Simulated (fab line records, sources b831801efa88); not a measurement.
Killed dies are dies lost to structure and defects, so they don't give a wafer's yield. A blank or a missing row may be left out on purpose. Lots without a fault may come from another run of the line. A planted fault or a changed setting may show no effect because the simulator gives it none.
fab line records | flow sky130
record lots=13 wafers=39 last_day=50
route steps=708 shown POLY_GATE@218 LDD_LDN@300 POLY_CUT@316 PAD_OPEN@708
lots that met no fault: from a run of the same line without faults
start_h: hours from the record's first day to the start of the lot's first wafer shown | wait_h: hours since the lot's step before | " the same as in the row above | L1.1+2: a row that stands for several wafers | - no value, or no start given | * or withheld: withheld | < > ~ a bound
route shown NAME@n: a module of which the file shows steps, and the number in the route of the first | usual: mean/standard deviation of fault-free wafers | same: alike in all rows | chamber/n: place in a boat | sites: the reading at each site | _std_site: their standard deviation | _edge_site: outer sites' mean less inner sites' | radius_mm: how far each site lies from the wafer's centre | mask NAME#n: copy n | behind: the tool/chamber that last shaped the wafer | hold: why the lot was held/for how many hours/how that ended | device: the transistor (n, p or np) that didn't switch | end of line: the same wafers' tests at the end of the route | a step without rows: its recipe alone | killed: dies lost to structure and defects at the first sort, not the wafer's yield | map: a wafer's dies, x killed, . not, _ none there
set.NAME: the setting as run; set.NAME@STEP: as run at that earlier step | model.NAME: the simulator's own value behind a step, which no gauge read
steps of the route over a sample of lots; a table a step, a row a wafer
services: from which hour (start_h, from the record's first day; less than 0 if before it) a tool's chamber was out of use, for how many hours, and why
## steps
# step SKY_POLY_GATE_THK_MEAS_04
# recipe reads=Si3N4_of_POLY_GATE_CVD_03
# usual POLY_GATE_CVD_03_THK=74.6/0.7
# columns lot.wafer tool chamber start_h wait_h POLY_GATE_CVD_03_THK[nm]
L803.1 film_metro-04 - 373.01 0.0 73.9
L803.2 " - " " 73.4
L803.5 " - " " 72.9
L802.1 film_metro-01 - 378.75 0.0 74.2
L802.2 " - " " 74.3
L802.4 " - " " 74.3
L807.1 film_metro-01 - 399.84 0.0 75.0
L807.3 " - " " 74.5
L807.4 " - " " 74.4
L806.2 film_metro-04 - 399.85 0.0 73.7
L806.5 " - " " 73.8
L806.6 " - " " 74.4
L809.1 film_metro-03 - 425.73 0.0 75.9
L809.2 " - " " 75.1
L809.4 " - " " 74.4
L810.1 film_metro-01 - 425.73 0.0 74.9
L810.2 " - " " 75.6
L810.6 " - " " 74.8
L811.4 film_metro-03 - 433.60 0.0 73.3
L811.5 " - " " 73.3
L811.6 " - " " 73.2
L812.3 film_metro-04 - 436.73 0.0 74.2
L812.4 " - " " 74.7
L812.6 " - " " 74.2
L813.2 film_metro-04 - 459.79 0.0 75.2
L813.4 " - " " 75.7
L813.6 " - " " 75.4
L815.2 film_metro-04 - 474.55 0.0 74.5
L815.5 " - " " 74.5
L815.6 " - " " 75.0
L817.3 film_metro-03 - 506.66 0.0 75.0
L817.4 " - " " 74.7
L817.6 " - " " 74.8
L823.2 film_metro-01 - 530.19 0.0 75.3
L823.3 " - " " 75.5
L823.5 " - " " 75.5
L824.1 film_metro-04 - 531.97 0.0 74.5
L824.3 " - " " 74.7
L824.6 " - " " 75.3
# step SKY_LDD_LDN_IMPLANT_11
# recipe species=As energy_kev=15 dose_cm2=1.25e+13 tilt_deg=withheld rotation_deg=293
# columns lot.wafer tool chamber start_h wait_h
L803.1+2+5 implanter-02 0 560.78 0.1
L802.1+2+4 implanter-02 0 564.95 0.1
L806.2+5+6 implanter-02 0 585.87 0.1
L807.1+3+4 implanter-04 0 586.43 0.1
L809.1+2+4 implanter-04 0 609.84 0.1
L810.1+2+6 implanter-03 0 610.14 0.1
L811.4+5+6 implanter-02 0 617.72 0.1
L812.3+4+6 implanter-03 0 622.04 0.1
L812.3+4+6 implanter-03 0 622.36 0.3
L813.2+4+6 implanter-02 0 639.62 0.1
L815.2+5+6 implanter-03 0 654.02 0.1
L817.3+4+6 implanter-04 0 684.74 0.1
L817.3+4+6 implanter-04 0 685.06 0.3
L823.2+3+5 implanter-04 0 707.21 0.1
L824.1+3+6 implanter-02 0 708.54 0.1
# step SKY_LDD_LDN_STRIP_12
# recipe chemistry=O2/N2 power_w=1400 pressure_mtorr=1500 platen_temp_c=withheld o2_flow_sccm=3000 n2_flow_sccm=300 overash_fraction=0.5
# usual chamber_pressure_mTorr=1500.0/1.3 drypump_motor_current_A=5.5/0.42 oes_product_au=0.715/0.0046 strip_time_to_endpoint_s=14.17/0.052
# columns lot.wafer tool chamber start_h wait_h chamber_pressure_mTorr drypump_motor_current_A oes_product_au rf_hours_counter_h strip_time_to_endpoint_s
L803.1 plasma_asher-01 0 560.93 0.1 1499.2 6.1 0.716 77 14.10
L803.2 " 1 " " 1501.2 5.6 0.716 77 14.12
L803.5 " 0 " " 1498.4 6.1 0.714 - 14.07
L802.1 plasma_asher-04 1 565.10 0.1 1499.8 4.8 0.712 13 14.19
L802.2 " 0 " " 1499.2 6.3 0.723 13 14.16
L802.4 " 1 " " 1499.9 4.8 0.712 - 14.15
L806.2 plasma_asher-03 1 586.00 0.1 1500.6 5.4 0.716 43 14.16
L806.5 " 0 " " 1499.2 5.3 0.715 - 14.17
L806.6 " 1 " " 1499.8 5.4 0.712 - 14.18
L807.1 plasma_asher-04 0 586.58 0.1 1500.4 6.2 0.716 15 14.14
L807.3 " 0 " " 1501.5 6.2 0.723 - 14.20
L807.4 " 1 " " 1499.4 4.8 0.717 - 14.19
L809.1 plasma_asher-01 1 609.99 0.1 1499.2 5.6 0.708 82 14.08
L809.2 " 0 " " 1497.8 6.1 0.718 82 14.09
L809.4 " 0 " " 1502.4 6.1 0.727 - 14.11
L810.1 plasma_asher-01 1 610.29 0.1 1499.0 5.6 0.717 82 14.20
L810.2 " 0 " " 1500.2 6.1 0.703 82 14.22
L810.6 " 0 " " 1502.4 6.1 0.710 - 14.19
L811.4 plasma_asher-03 0 617.83 0.1 1500.9 5.3 0.717 - 14.17
L811.5 " 1 " " 1497.8 5.4 0.724 - 14.21
L811.6 " 0 " " 1500.4 5.3 0.715 - 14.21
L812.3 plasma_asher-04 0 622.49 0.1 1499.5 6.3 0.716 - 14.07
L812.4 " 1 " " 1498.8 4.8 0.715 - 14.08
L812.6 " 0 " " 1497.9 6.2 0.722 - 14.12
L813.2 plasma_asher-03 0 639.75 0.1 1498.9 5.3 0.711 48 14.14
L813.4 " 1 " " 1500.8 5.4 0.714 - 14.20
L813.6 " 0 " " 1500.4 5.3 0.710 - 14.20
L815.2 plasma_asher-03 1 654.15 0.1 1499.9 5.4 0.717 50 14.15
L815.5 " 0 " " 1499.8 5.3 0.715 - 14.14
L815.6 " 1 " " 1499.1 5.4 0.712 - 14.18
L817.3 plasma_asher-04 1 685.19 0.1 1499.7 4.8 0.709 - 14.26
L817.4 " 0 " " 1497.8 6.2 0.722 - 14.24
L817.6 " 0 " " 1499.1 6.2 0.713 - 14.24
L823.2 plasma_asher-03 1 707.33 0.1 1498.5 5.4 0.708 55 14.18
L823.3 " 1 " " 1500.8 5.4 0.716 - 14.23
L823.5 " 1 " " 1500.5 5.4 0.712 - 14.16
L824.1 plasma_asher-03 0 708.69 0.1 1499.4 5.3 0.712 55 14.24
L824.3 " 1 " " 1500.3 5.4 0.720 - 14.27
L824.6 " 0 " " 1498.7 5.3 0.711 - 14.26
# step SKY_LDD_LDN_TW_MEAS_13
# usual LDD_LDN_TW=1478/16
# columns lot.wafer tool chamber start_h wait_h LDD_LDN_TW
L803.1 film_metro-03 - 561.03 0.1 1501
L803.2 " - " " 1500
L803.5 " - " " 1485
L802.1 film_metro-01 - 565.20 0.1 1479
L802.2 " - " " 1482
L802.4 " - " " 1474
L806.2 film_metro-01 - 586.11 0.1 1476
L806.5 " - " " 1482
L806.6 " - " " 1470
L807.1 film_metro-02 - 586.68 0.1 1462
L807.3 " - " " 1466
L807.4 " - " " 1469
L809.1 film_metro-03 - 610.09 0.1 1507
L809.2 " - " " 1519
L809.4 " - " " 1514
L810.1 film_metro-01 - 610.39 0.1 1473
L810.2 " - " " 1475
L810.6 " - " " 1477
L811.4 film_metro-02 - 617.93 0.1 1459
L811.5 " - " " 1452
L811.6 " - " " 1460
L812.3 film_metro-02 - 622.58 0.1 1560
L812.4 " - " " 1567
L812.6 " - " " 1558
L813.2 film_metro-03 - 639.86 0.1 1490
L813.4 " - " " 1501
L813.6 " - " " 1499
L815.2 film_metro-01 - 654.26 0.1 1480
L815.5 " - " " 1482
L815.6 " - " " 1486
L817.3 film_metro-01 - 685.28 0.1 1570
L817.4 " - " " 1573
L817.6 " - " " 1578
L823.2 film_metro-03 - 707.44 0.1 1497
L823.3 " - " " 1500
L823.5 " - " " 1495
L824.1 film_metro-03 - 708.79 0.1 1495
L824.3 " - " " 1507
L824.6 " - " " 1495
# step SKY_POLY_CUT_OVL_MEAS_09
# usual POLY_CUT_OVL=1/5.7
# columns lot.wafer tool chamber start_h wait_h POLY_CUT_OVL[nm]
L803.1 overlay-01 - 592.41 0.1 6
L803.2 " - " " 8
L803.5 " - " " 8
L802.1 overlay-01 - 595.18 0.1 -5
L802.2 " - " " -6
L802.4 " - " " -3
L806.2 overlay-02 - 617.98 0.1 -1
L806.5 " - " " -5
L806.6 " - " " -1
L807.1 overlay-01 - 618.23 0.1 12
L807.3 " - " " 13
L807.4 " - " " 7
L809.1 overlay-02 - 640.68 0.1 -5
L809.2 " - " " -10
L809.4 " - " " -8
L810.1 overlay-01 - 640.90 0.1 -1
L810.2 " - " " -4
L810.6 " - " " -4
L811.4 overlay-02 - 647.46 0.1 8
L811.5 " - " " 9
L811.6 " - " " 10
L812.3 overlay-01 - 652.46 0.1 1
L812.4 " - " " 3
L812.6 " - " " 9
L813.2 overlay-02 - 669.13 0.1 2
L813.4 " - " " 8
L813.6 " - " " 9
L815.2 overlay-02 - 684.75 0.1 -1
L815.5 " - " " -5
L815.6 " - " " -4
L817.3 overlay-02 - 713.79 0.1 -3
L817.4 " - " " 3
L817.6 " - " " -2
L823.2 overlay-02 - 736.68 0.1 7
L823.3 " - " " -5
L823.5 " - " " 3
L824.1 overlay-02 - 738.67 0.1 0
L824.3 " - " " 0
L824.6 " - " " -2
# step SKY_PAD_OPEN_PROBE_99
# usual killed_at_M0_to_M3=43/7.1 killed_at_M4_up=3.0/1.6 killed_at_contacts=24/5.3 killed_at_front_end=16/4.1 killed_at_other=0.5/0.82 killed_dies=86/9.4 killed_open=46/6.9 killed_short=39/6.5
# same gross_dies=492 killed_at_back_side=0
# columns lot.wafer tool chamber start_h wait_h killed_at_M0_to_M3 killed_at_M4_up killed_at_contacts killed_at_front_end killed_at_other killed_dies killed_open killed_short
L806.2 prober-01 - 1114.81 0.1 40 2 35 15 0 92 55 37
L806.5 prober-01 - 1114.96 0.2 45 3 27 14 2 91 49 40
L806.6 prober-01 - 1115.01 0.2 47 0 25 14 0 86 47 39
L813.2 prober-02 - 1150.62 0.1 31 5 22 11 0 69 44 23
L813.4 prober-02 - 1150.72 0.2 43 1 22 14 0 80 37 42
L813.6 prober-02 - 1150.82 0.2 41 3 28 17 0 89 43 45
L815.2 prober-01 - 1162.34 0.1 51 2 32 13 0 98 50 48
L815.5 prober-01 - 1162.49 0.2 47 6 18 20 1 92 50 42
L815.6 prober-01 - 1162.54 0.2 60 0 23 28 0 111 57 54
# killed by level:class
L806.2 CONTACT:geometric_particle:open=13 LI_CONTACT:geometric_particle:open=11 VIA1:geometric_particle:open=8 VIA3:geometric_particle:short=6 VIA3:geometric_particle:open=5 LOCAL_INTERCONNECT:geometric_particle:short=5 LI_CONTACT:geometric_particle:short=4 METAL1:geometric_particle:short=4
L806.5 VIA1:geometric_particle:open=11 CONTACT:geometric_particle:open=10 CONTACT:geometric_particle:short=7 VIA1:geometric_particle:short=6 VIA3:geometric_particle:open=6 VIA3:geometric_particle:short=6 LI_CONTACT:geometric_particle:open=5 METAL2:geometric_particle:short=5
L806.6 VIA1:geometric_particle:open=11 CONTACT:geometric_particle:open=9 LI_CONTACT:geometric_particle:open=8 METAL1:geometric_particle:short=6 METAL2:geometric_particle:short=6 VIA2:geometric_particle:open=6 METAL3:geometric_particle:short=6 FIELD_ISO:geometric_particle:open=4
L813.2 CONTACT:geometric_particle:open=13 VIA1:geometric_particle:open=11 LI_CONTACT:geometric_particle:open=5 VIA1:geometric_particle:short=5 FIELD_ISO:geometric_particle:open=4 METAL2:geometric_particle:short=4 POLY_GATE:geometric_particle:short=3 CONTACT:geometric_particle:short=2
L813.4 CONTACT:geometric_particle:open=10 METAL2:geometric_particle:short=9 VIA3:geometric_particle:open=7 VIA1:geometric_particle:open=7 LOCAL_INTERCONNECT:geometric_particle:short=6 VIA1:geometric_particle:short=5 VIA3:geometric_particle:short=5 FIELD_ISO:geometric_particle:open=4
L813.6 VIA1:geometric_particle:open=11 CONTACT:geometric_particle:open=7 FIELD_ISO:geometric_particle:open=6 LI_CONTACT:geometric_particle:open=6 CONTACT:geometric_particle:short=6 METAL1:geometric_particle:short=6 METAL2:geometric_particle:short=6 LI_CONTACT:geometric_particle:short=5
L815.2 CONTACT:geometric_particle:open=9 LI_CONTACT:geometric_particle:open=9 METAL1:geometric_particle:short=9 VIA3:geometric_particle:open=8 VIA1:geometric_particle:open=7 VIA2:geometric_particle:open=7 VIA1:geometric_particle:short=6 VIA3:geometric_particle:short=6
L815.5 VIA2:geometric_particle:open=10 CONTACT:geometric_particle:open=9 VIA1:geometric_particle:open=7 POLY_GATE:geometric_particle:short=6 METAL4:geometric_particle:short=6 VIA3:geometric_particle:open=6 VIA1:geometric_particle:short=5 FIELD_ISO:geometric_particle:short=4
L815.6 POLY_GATE:geometric_particle:open=9 VIA1:geometric_particle:open=9 VIA2:geometric_particle:open=9 METAL2:geometric_particle:short=8 VIA1:geometric_particle:short=7 CONTACT:geometric_particle:short=7 CONTACT:geometric_particle:open=7 POLY_GATE:geometric_particle:short=6
## services
# columns tool chamber start_h hours kind
implanter-02 - 546.29 1.4 repair
implanter-02 - 570.28 3.7 pm
plasma_asher-01 - 581.99 2.8 pm
implanter-03 - 591.04 3.4 repair
implanter-02 - 602.20 5.2 pm
implanter-03 - 629.74 9.3 repair
implanter-03 - 638.99 5.8 pm
implanter-04 - 663.78 19.3 pm
## key
first_sign step=SKY_LDD_LDN_IMPLANT_11 reading=visit direction=added
effect step=SKY_LDD_LDN_TW_MEAS_13 reading=LDD_LDN_TW direction=up sigmas=5.5 usual=1478 struck=1568
met_at SKY_LDD_LDN_IMPLANT_11
struck_lots L812,L817
tester_left_out L812,L817
not_acting_at SKY_POLY_GATE_THK_MEAS_04,SKY_LDD_LDN_STRIP_12,SKY_POLY_CUT_OVL_MEAS_09
fault kind=repeated_step_whole tool=implanter-02,implanter-03,implanter-04 chamber=- onset_h=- steps=SKY_LDD_LDN_IMPLANT_11 times=1 scope=struck_lots_only
# tester_left_out: of these lots the tester's yield and bins aren't shown, on N5 and GAA mostly nor the transistor test; their killed dies are dies lost to structure and defects alone, not to doping, threshold or leakage, so they don't give the yield
